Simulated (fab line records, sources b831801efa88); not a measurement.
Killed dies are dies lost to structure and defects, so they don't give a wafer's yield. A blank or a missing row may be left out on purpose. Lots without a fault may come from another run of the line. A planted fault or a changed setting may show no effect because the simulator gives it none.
Tool commonality check | flow gf180mcu | 12 lots, 36 wafers sampled

WHY IT WAS OPENED
At GF_VT_IMPLANT_RS_MEAS_46 the reading MVSD_RS is flagged on 2 of 12 lots. Wafers without a fault read 456.9 ohm/sq, standard deviation 1.1.
Rule: a lot is flagged when every wafer of it that has a number lies more than 4 standard deviations from that mean, or none has a number. The other lots count as sound.

lot  | measured     | on            | MVSD_RS (ohm/sq), wafer by wafer | flag
L856 | day 7 14:44  | film_metro-04 | 453.9 455.1 453.9                |
L857 | day 7 22:03  | film_metro-03 | 456.5 456.9 457.4                |
L858 | day 8 01:07  | film_metro-03 | 457.9 459.0 457.5                |
L859 | day 8 09:43  | film_metro-03 | 445.7 445.2 445.4                | FLAGGED
L862 | day 9 03:20  | film_metro-03 | 456.4 456.6 456.8                |
L864 | day 9 20:39  | film_metro-04 | 445.3 445.6 445.6                | FLAGGED
L873 | day 12 09:35 | film_metro-03 | 457.1 458.1 455.6                |
L874 | day 12 12:55 | film_metro-02 | 457.3 456.9 457.2                |
L875 | day 12 19:26 | film_metro-02 | 455.8 456.7 456.6                |
L876 | day 13 01:04 | film_metro-02 | 457.2 457.3 456.6                |
L878 | day 14 01:36 | film_metro-02 | 457.6 457.4 456.6                |
L879 | day 14 05:44 | film_metro-04 | 456.3 455.5 455.3                |
The numbers of the flagged lots are 445.5 ohm/sq on average: -11.4 ohm/sq against the usual, or -10 standard deviations.

WHICH TOOL RAN EACH LOT
The record holds 3 process steps before the reading, out of a route of 602 steps. In each cell: the tool, then ch and the chambers that the sampled wafers went through, then the start.
lot  | flag    | GF_STI_ETCH_14                  | GF_MVSD_IMPLANT_08              | GF_VT_IMPLANT_RTA_45
L856 |         | rie_si-02 ch 0,3, day 2 01:34   | implanter-04 ch 0, day 4 11:46  | rtp_anneal-01 ch 0, day 7 14:38
L857 |         | rie_si-02 ch 0,2,3, day 2 06:31 | implanter-01 ch 0, day 4 17:35  | rtp_anneal-02 ch 0, day 7 21:56
L858 |         | rie_si-02 ch 0,3, day 2 11:56   | implanter-01 ch 0, day 4 21:23  | rtp_anneal-01 ch 0, day 8 01:01
L859 | FLAGGED | rie_si-02 ch 2,3, day 2 18:02   | implanter-01 ch 0, day 5 04:55  | rtp_anneal-02 ch 0, day 8 09:37
L862 |         | rie_si-01 ch 0,3, day 3 08:20   | implanter-04 ch 0, day 5 20:52  | rtp_anneal-02 ch 0, day 9 03:14
L864 | FLAGGED | rie_si-02 ch 0,2,3, day 3 18:58 | implanter-01 ch 0, day 6 09:07  | rtp_anneal-01 ch 0, day 9 20:32
L873 |         | rie_si-01 ch 2,3, day 5 17:40   | implanter-02 ch 0, day 8 15:23  | rtp_anneal-02 ch 0, day 12 09:28
L874 |         | rie_si-02 ch 0,1,2, day 5 22:17 | implanter-01 ch 0, day 8 18:58  | rtp_anneal-01 ch 0, day 12 12:49
L875 |         | rie_si-01 ch 0,1,2, day 6 02:49 | implanter-01 ch 0, day 9 00:38  | rtp_anneal-01 ch 0, day 12 19:20
L876 |         | rie_si-01 ch 1,2,3, day 6 08:37 | implanter-04 ch 0, day 9 04:44  | rtp_anneal-01 ch 0, day 13 00:58
L878 |         | rie_si-02 ch 0,1,2, day 6 19:25 | implanter-01 ch 0, day 10 02:16 | rtp_anneal-01 ch 0, day 14 01:30
L879 |         | rie_si-02 ch 0,1,2, day 6 23:54 | implanter-01 ch 0, day 10 05:49 | rtp_anneal-01 ch 0, day 14 05:36
What these steps do:
- GF_STI_ETCH_14: etches Si in HBr/Cl2/O2, target depth 360 nm, time 102.9 s.
- GF_MVSD_IMPLANT_08
- GF_VT_IMPLANT_RTA_45: time 30 s.
- GF_VT_IMPLANT_RS_MEAS_46: measures by four-point-probe.

FLAGGED OVER TOTAL, TOOL BY TOOL (the gauges that took the reading come last)
step                     | tool          | lots run | flagged | share of the flagged lots | sound lots run after its first flagged lot
GF_STI_ETCH_14           | rie_si-01     | 4        | 0       | none                      | -
GF_STI_ETCH_14           | rie_si-02     | 8        | 2       | all                       | 3 (L874,L878,L879)
GF_MVSD_IMPLANT_08       | implanter-01  | 8        | 2       | all                       | 4 (L874,L875,L878,L879)
GF_MVSD_IMPLANT_08       | implanter-02  | 1        | 0       | none                      | -
GF_MVSD_IMPLANT_08       | implanter-04  | 3        | 0       | none                      | -
GF_VT_IMPLANT_RTA_45     | rtp_anneal-01 | 8        | 1       | some                      | 5 (L874,L875,L876,L878,L879)
GF_VT_IMPLANT_RTA_45     | rtp_anneal-02 | 4        | 1       | some                      | 2 (L862,L873)
GF_VT_IMPLANT_RS_MEAS_46 | film_metro-02 | 4        | 0       | none                      | -
GF_VT_IMPLANT_RS_MEAS_46 | film_metro-03 | 5        | 1       | some                      | 2 (L862,L873)
GF_VT_IMPLANT_RS_MEAS_46 | film_metro-04 | 3        | 1       | some                      | 1 (L879)

WHAT THE TABLE ALLOWS
2 rows of the table ran every flagged lot: rie_si-02 at GF_STI_ETCH_14, implanter-01 at GF_MVSD_IMPLANT_08.
- rie_si-02 at GF_STI_ETCH_14: 2 of its 8 lots flagged. Sound lots ran on it after the first flagged one (L874, L878, L879), which a lasting fault on the whole tool wouldn't allow.
- implanter-01 at GF_MVSD_IMPLANT_08: 2 of its 8 lots flagged. Sound lots ran on it after the first flagged one (L874, L875, L878, L879), which a lasting fault on the whole tool wouldn't allow. Its own readings lie more than 4 standard deviations out on every wafer of the flagged lots: beam_energy_keV.
No row of the table ran every flagged lot and no sound lot after the first.

WHAT THE SIMULATOR HAD PUT IN
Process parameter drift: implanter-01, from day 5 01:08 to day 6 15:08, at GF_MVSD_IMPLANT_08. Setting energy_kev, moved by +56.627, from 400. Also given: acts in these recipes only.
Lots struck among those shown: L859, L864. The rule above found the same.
